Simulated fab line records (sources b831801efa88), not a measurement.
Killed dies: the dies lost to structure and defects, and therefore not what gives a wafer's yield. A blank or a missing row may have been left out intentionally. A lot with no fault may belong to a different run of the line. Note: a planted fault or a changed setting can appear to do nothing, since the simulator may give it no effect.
Struck lot and sound lot, side by side + flow sfq line + 15 steps out of a route of 325
Sound: the wafers L555.1, L555.2, L555.4. Wafers struck: L563.3, L563.4, L563.6. The cause is named last.
Order at every step that has rows: each side's tool, ch and its chambers, its first start. Under that, the readings that differ: sound wafers + struck wafers + difference of the means + sigmas: that difference in standard deviations of wafers without a fault.
alike: words and numbers the same on both sides, and readings whose means are apart by under 2 such deviations; not compared: readings that were withheld, readings missing a value for some wafer, numbers with overlapping values and no deviation given by the record, and bounds like >300 which may hide the same value.
A row with sigmas, a row that says differs or no value, or rows on one side alone: a step with any of these is where the two part. Non-overlapping numbers with no deviation appear without sigmas and do not part them. A reading missing from all wafers of one side parts the sides only when that side holds two or more wafers.

SFQ_TRILAYER_JJ_CE_BARC_OPEN_RIE_150: chemistry O2, target BARC, target depth 240 nm, time 80 s.
  sound on rie metal-01 ch 0,1, day 48 17:57; struck on rie metal-01 ch 0,1, day 52 23:31
  alike: drypump motor current A, oes product au
  not compared: rf hours counter h
SFQ_TRILAYER_JJ_CE_ETCH_RIE_118: chemistry SF6, target Nb, stops on Al2O3, time 97.7 s, target depth 170 nm.
  sound on rie metal-01 ch 0,1, day 48 18:02; struck on rie metal-01 ch 0,1, day 52 23:37
  alike: drypump motor current A, oes product au
  not compared: rf hours counter h
following that, these wafers have no rows for 1 step: SFQ_TRILAYER_JJ_ANODIZE_ANODIZE_119.
SFQ_TRILAYER_JJ_CE_STRIP_STRIP_120: strips in O2.
  sound on rie metal-02 ch 0,1, day 48 18:39; struck on rie metal-02 ch 0,1, day 53 00:23
  alike: drypump motor current A, oes product au
  not compared: rf hours counter h
then, 7 steps without rows for these wafers: SFQ_TRILAYER_JJ_CE_STRIP_SOLV_CLEAN_121 (cleans in NMP, time 600 s); SFQ_TRILAYER_M5_LITHO_COAT_128 (resist thk 62 nm); SFQ_TRILAYER_M5_LITHO_COAT_123 (resist thk 600 nm); SFQ_TRILAYER_M5_LITHO_SOFTBAKE_127; SFQ_TRILAYER_M5_LITHO_EXPOSE_124 (exposes mask M5, target cd 700 nm); SFQ_TRILAYER_M5_LITHO_PEB_126 (peb time 60 s); SFQ_TRILAYER_M5_LITHO_DEVELOP_125 (time 60 s).
-- the record jumps here: 6 days lie between the struck wafers' starts before and after --
SFQ_M5_OVL_MEAS_932:
  sound on overlay-02 at day 54 14:55; struck on overlay-02 at day 59 04:11
  alike: M5_OVL
SFQ_TRILAYER_M5_BARC_OPEN_METAL_ETCH_161: etches BARC in O2, target depth 125 nm, time 41.7 s.
  sound on rie metal-03 ch 0,1, day 54 14:58; struck on rie metal-01 ch 0,1, day 59 04:14
| reading                                             | sound             | struck            | difference | sigmas |
|-----------------------------------------------------|-------------------|-------------------|------------|--------|
| oes product au (a.u.)                               | 0.691 0.693 0.686 | 0.637 0.630 0.624 | -0.060     | -14    |
| run length s (s)                                    | 69.2 69.7 69.3    | 78.7 78.0 78.6    | +9.0       | +24    |
| model.KrF_of_TRILAYER_M5_LITHO_COAT_123.thk nm (nm) | 524.7 523.4 522.4 | 514.9 516.5 515.1 | -8.0       |        |
  alike: drypump motor current A
  not compared: rf hours counter h
SFQ_TRILAYER_M5_ETCH_METAL_ETCH_126: etches Nb in Cl2/BCl3, stops on SiO2, time 203.2 s, target depth 265 nm.
  sound on rie metal-03 ch 0,1, day 54 15:01; struck on rie metal-01 ch 0,1, day 59 04:20
| reading                                             | sound             | struck          | difference | sigmas |
|-----------------------------------------------------|-------------------|-----------------|------------|--------|
| model.KrF_of_TRILAYER_M5_LITHO_COAT_123.thk nm (nm) | 372.9 369.2 370.1 | 364.3 368.5 365 | -4.8       |        |
  alike: drypump motor current A, oes product au, run length s
  not compared: rf hours counter h
SFQ_TRILAYER_M5_STRIP_STRIP_127: strips in O2.
  sound on rie metal-03 ch 0,1, day 54 15:13; struck on rie metal-01 ch 0,1, day 59 04:40
  alike: drypump motor current A, oes product au
  not compared: rf hours counter h

WHERE THEY PART
Only at SFQ_TRILAYER_M5_BARC_OPEN_METAL_ETCH_161, within this record. Later steps at which nothing parts them and some readings are alike: SFQ_TRILAYER_M5_ETCH_METAL_ETCH_126, SFQ_TRILAYER_M5_STRIP_STRIP_127.

WHY: whatever the simulator had introduced
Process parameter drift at SFQ_TRILAYER_M5_BARC_OPEN_METAL_ETCH_161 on rie metal-01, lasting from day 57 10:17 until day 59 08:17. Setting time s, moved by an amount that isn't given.
